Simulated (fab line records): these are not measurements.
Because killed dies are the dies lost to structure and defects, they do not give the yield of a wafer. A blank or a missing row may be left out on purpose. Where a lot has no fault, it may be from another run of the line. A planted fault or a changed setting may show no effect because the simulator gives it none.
Which tool did it? / flow sky130 / 11 lots with 31 wafers sampled at 5 steps, on a route of 708 steps

== WHAT THE GAUGES READ, wafer by wafer ==
SKY_LI_CONTACT_RS_MEAS_22: measures by four-point-probe.
lot=L800; measured=day 29 00:33; on=filmMetro-03; LI_CONTACT_W_RS (ohm/sq)=0.279 0.279 0.283
lot=L801; measured=day 29 16:41; on=filmMetro-03; LI_CONTACT_W_RS (ohm/sq)=0.287 0.287 0.287
lot=L802; measured=day 29 21:25; on=filmMetro-04; LI_CONTACT_W_RS (ohm/sq)=0.285 0.284 0.289
lot=L803; measured=day 30 04:36; on=filmMetro-02; LI_CONTACT_W_RS (ohm/sq)=0.282 0.288 0.290
lot=L808; measured=day 33 05:26; on=filmMetro-02; LI_CONTACT_W_RS (ohm/sq)=0.203 0.288 0.203 0.287
lot=L809; measured=day 33 05:54; on=filmMetro-04; LI_CONTACT_W_RS (ohm/sq)=0.209 0.281 0.209 0.282
lot=L812; measured=day 34 05:52; on=filmMetro-03; LI_CONTACT_W_RS (ohm/sq)=0.286 0.284 0.286
lot=L816; measured=day 34 21:55; on=filmMetro-03; LI_CONTACT_W_RS (ohm/sq)=0.282 0.278 0.282
lot=L818; measured=day 35 22:12; on=filmMetro-04; LI_CONTACT_W_RS (ohm/sq)=0.282 0.280 0.284
lot=L820; measured=day 36 06:19; on=filmMetro-03; LI_CONTACT_W_RS (ohm/sq)=0.279 0.284 0.290
lot=L821; measured=day 36 07:29; on=filmMetro-03; LI_CONTACT_W_RS (ohm/sq)=0.284 0.285 0.283

SKY_LOCAL_INTERCONNECT_OVL_MEAS_12.
lot=L800; measured=day 30 05:38; on=overlay-01; LOCAL_INTERCONNECT_OVL (nm)=-1 -4 -3
lot=L801; measured=day 30 20:36; on=overlay-01; LOCAL_INTERCONNECT_OVL (nm)=2 -9 -3
lot=L802; measured=day 31 01:25; on=overlay-01; LOCAL_INTERCONNECT_OVL (nm)=-5 -7 1
lot=L803; measured=day 31 09:14; on=overlay-01; LOCAL_INTERCONNECT_OVL (nm)=2 7 0
lot=L808; measured=day 34 07:56; on=overlay-01; LOCAL_INTERCONNECT_OVL (nm)=1 6
lot=L809; measured=day 34 08:35; on=overlay-02; LOCAL_INTERCONNECT_OVL (nm)=-1 -5
lot=L812; measured=day 35 07:55; on=overlay-01; LOCAL_INTERCONNECT_OVL (nm)=-4 5 8
lot=L816; measured=day 36 00:59; on=overlay-01; LOCAL_INTERCONNECT_OVL (nm)=-8 -10 -7
lot=L818; measured=day 37 00:41; on=overlay-02; LOCAL_INTERCONNECT_OVL (nm)=-3 3 -1
lot=L820; measured=day 37 08:52; on=overlay-01; LOCAL_INTERCONNECT_OVL (nm)=3 -3 -5
lot=L821; measured=day 37 09:26; on=overlay-02; LOCAL_INTERCONNECT_OVL (nm)=4 -3 -1

== EACH LOT AND THE TOOL THAT RAN IT (in order: tool; ch and the chambers of the sampled wafers; start) ==
lot=L800; SKY_LI_CONTACT_SPUTTER_19=pvdSputter-02, day 29 00:17; SKY_LI_CONTACT_CVD_21=cvdW-02 ch 0,1, day 29 00:25; SKY_LI_CONTACT_CMP_24=cmp-02 ch 2,3, day 29 00:47
lot=L801; SKY_LI_CONTACT_SPUTTER_19=pvdSputter-04, day 29 16:24; SKY_LI_CONTACT_CVD_21=cvdW-02 ch 0, day 29 16:32; SKY_LI_CONTACT_CMP_24=cmp-02 ch 1,2, day 29 16:50
lot=L802; SKY_LI_CONTACT_SPUTTER_19=pvdSputter-03, day 29 21:09; SKY_LI_CONTACT_CVD_21=cvdW-01 ch 0,1, day 29 21:17; SKY_LI_CONTACT_CMP_24=cmp-01 ch 0,3, day 29 21:35
lot=L803; SKY_LI_CONTACT_SPUTTER_19=pvdSputter-02, day 30 04:20; SKY_LI_CONTACT_CVD_21=cvdW-02 ch 0,1, day 30 04:28; SKY_LI_CONTACT_CMP_24=cmp-02 ch 0,1, day 30 04:47
lot=L808; SKY_LI_CONTACT_SPUTTER_19=pvdSputter-02, day 33 05:05; SKY_LI_CONTACT_CVD_21=cvdW-02 ch 0,1, day 33 05:19; SKY_LI_CONTACT_CMP_24=cmp-02 ch 0,3, day 33 15:11
lot=L809; SKY_LI_CONTACT_SPUTTER_19=pvdSputter-02, day 33 05:38; SKY_LI_CONTACT_CVD_21=cvdW-02 ch 0,1, day 33 05:46; SKY_LI_CONTACT_CMP_24=cmp-01 ch 1,2, day 33 12:46
lot=L812; SKY_LI_CONTACT_SPUTTER_19=pvdSputter-02, day 34 05:29; SKY_LI_CONTACT_CVD_21=cvdW-01 ch 0, day 34 05:37; SKY_LI_CONTACT_CMP_24=cmp-01 ch 0,1,3, day 34 06:05
lot=L816; SKY_LI_CONTACT_SPUTTER_19=pvdSputter-02, day 34 21:39; SKY_LI_CONTACT_CVD_21=cvdW-01 ch 0,1, day 34 21:47; SKY_LI_CONTACT_CMP_24=cmp-02 ch 1,2, day 34 22:05
lot=L818; SKY_LI_CONTACT_SPUTTER_19=pvdSputter-04, day 35 21:56; SKY_LI_CONTACT_CVD_21=cvdW-01 ch 0, day 35 22:04; SKY_LI_CONTACT_CMP_24=cmp-01 ch 0,1, day 35 22:23
lot=L820; SKY_LI_CONTACT_SPUTTER_19=pvdSputter-02, day 36 06:03; SKY_LI_CONTACT_CVD_21=cvdW-02 ch 0,1, day 36 06:11; SKY_LI_CONTACT_CMP_24=cmp-01 ch 1,2,3, day 36 06:32
lot=L821; SKY_LI_CONTACT_SPUTTER_19=pvdSputter-03, day 36 07:14; SKY_LI_CONTACT_CVD_21=cvdW-01 ch 0,1, day 36 07:22; SKY_LI_CONTACT_CMP_24=cmp-01 ch 0,2,3, day 36 07:46
- SKY_LI_CONTACT_SPUTTER_19: material Ti, target thk 20 nm, time 106.37 s.
- SKY_LI_CONTACT_CVD_21: deposits W, target thk 400 nm, time 120.56 s.
- SKY_LI_CONTACT_CMP_24: polishes, stops on PSG, t overpolish 20 s, target thk 0 nm.

== AS READ BY THE TOOLS THEMSELVES (means over the sampled wafers that have a number; for cases with no such wafer, the mark the record gives instead) ==
SKY_LI_CONTACT_SPUTTER_19.
lot=L800; tool=pvdSputter-02; throttleValvePct (%)=29.3
lot=L801; tool=pvdSputter-04; throttleValvePct (%)=30.4
lot=L802; tool=pvdSputter-03; throttleValvePct (%)=29.6
lot=L803; tool=pvdSputter-02; throttleValvePct (%)=29.2
lot=L808; tool=pvdSputter-02; throttleValvePct (%)=29.4
lot=L809; tool=pvdSputter-02; throttleValvePct (%)=29.0
lot=L812; tool=pvdSputter-02; throttleValvePct (%)=28.7
lot=L816; tool=pvdSputter-02; throttleValvePct (%)=29.3
lot=L818; tool=pvdSputter-04; throttleValvePct (%)=30.9
lot=L820; tool=pvdSputter-02; throttleValvePct (%)=29.1
lot=L821; tool=pvdSputter-03; throttleValvePct (%)=29.3

SKY_LI_CONTACT_CVD_21.
lot=L800; tool=cvdW-02; heaterPowerW (W)=839
lot=L801; tool=cvdW-02; heaterPowerW (W)=887
lot=L802; tool=cvdW-01; heaterPowerW (W)=825
lot=L803; tool=cvdW-02; heaterPowerW (W)=867
lot=L808; tool=cvdW-02; heaterPowerW (W)=871
lot=L809; tool=cvdW-02; heaterPowerW (W)=864
lot=L812; tool=cvdW-01; heaterPowerW (W)=772
lot=L816; tool=cvdW-01; heaterPowerW (W)=876
lot=L818; tool=cvdW-01; heaterPowerW (W)=778
lot=L820; tool=cvdW-02; heaterPowerW (W)=884
lot=L821; tool=cvdW-01; heaterPowerW (W)=809

SKY_LI_CONTACT_CMP_24.
lot=L800; tool=cmp-02; motorCurrentA (A)=10.3; platenRpm (rpm)=59.99; timeToEndpointS (s)=90
lot=L801; tool=cmp-02; motorCurrentA (A)=10.6; platenRpm (rpm)=60.02; timeToEndpointS (s)=93
lot=L802; tool=cmp-01; motorCurrentA (A)=10.1; platenRpm (rpm)=60.01; timeToEndpointS (s)=90
lot=L803; tool=cmp-02; motorCurrentA (A)=10.4; platenRpm (rpm)=59.98; timeToEndpointS (s)=89
lot=L808; tool=cmp-02; motorCurrentA (A)=10.4; platenRpm (rpm)=59.98; timeToEndpointS (s)=114
lot=L809; tool=cmp-01; motorCurrentA (A)=11.8; platenRpm (rpm)=59.95; timeToEndpointS (s)=116
lot=L812; tool=cmp-01; motorCurrentA (A)=10.3; platenRpm (rpm)=60.00; timeToEndpointS (s)=102
lot=L816; tool=cmp-02; motorCurrentA (A)=10.8; platenRpm (rpm)=60.00; timeToEndpointS (s)=97
lot=L818; tool=cmp-01; motorCurrentA (A)=10.4; platenRpm (rpm)=60.01; timeToEndpointS (s)=100
lot=L820; tool=cmp-01; motorCurrentA (A)=11.3; platenRpm (rpm)=60.05; timeToEndpointS (s)=100
lot=L821; tool=cmp-01; motorCurrentA (A)=10.7; platenRpm (rpm)=59.98; timeToEndpointS (s)=96

== THE ANSWER, worked out from the rows above alone ==
Rule: the usual values come from the lots themselves. The widest of any qualifying gaps counts: lots, ordered by their means at a reading, are off when they make up no more than a third of the lots, leave a main group of 4 or more, and stand apart from it by 3 or more times the standard deviation of that group's means. A main group whose means are all the same, to the digits that the tables above print for the reading, isn't used. A lot without any number at a reading at which 4 lots or more have one is off too. Any other lot the step has rows for is counted as sound. First the gauges in route order, then the tools' own readings, where a lot's mean is used as printed above. At the first step where some lot is off, the reading lying furthest off is the one used; lots without a number count as furthest.
Off: L808, L809, at SKY_LI_CONTACT_RS_MEAS_22 (LI_CONTACT_W_RS). The main group has a mean of 0.284 ohm/sq with a standard deviation of 0.0024.
A tool fits if, at a process step before that reading, it ran every lot that is off, and no sound lot after the first of them. Those tools and the gauges at SKY_LI_CONTACT_RS_MEAS_22 are tried in the same way. No candidate that was tried fits.

== WHAT THE SIMULATOR HAD INSERTED ==
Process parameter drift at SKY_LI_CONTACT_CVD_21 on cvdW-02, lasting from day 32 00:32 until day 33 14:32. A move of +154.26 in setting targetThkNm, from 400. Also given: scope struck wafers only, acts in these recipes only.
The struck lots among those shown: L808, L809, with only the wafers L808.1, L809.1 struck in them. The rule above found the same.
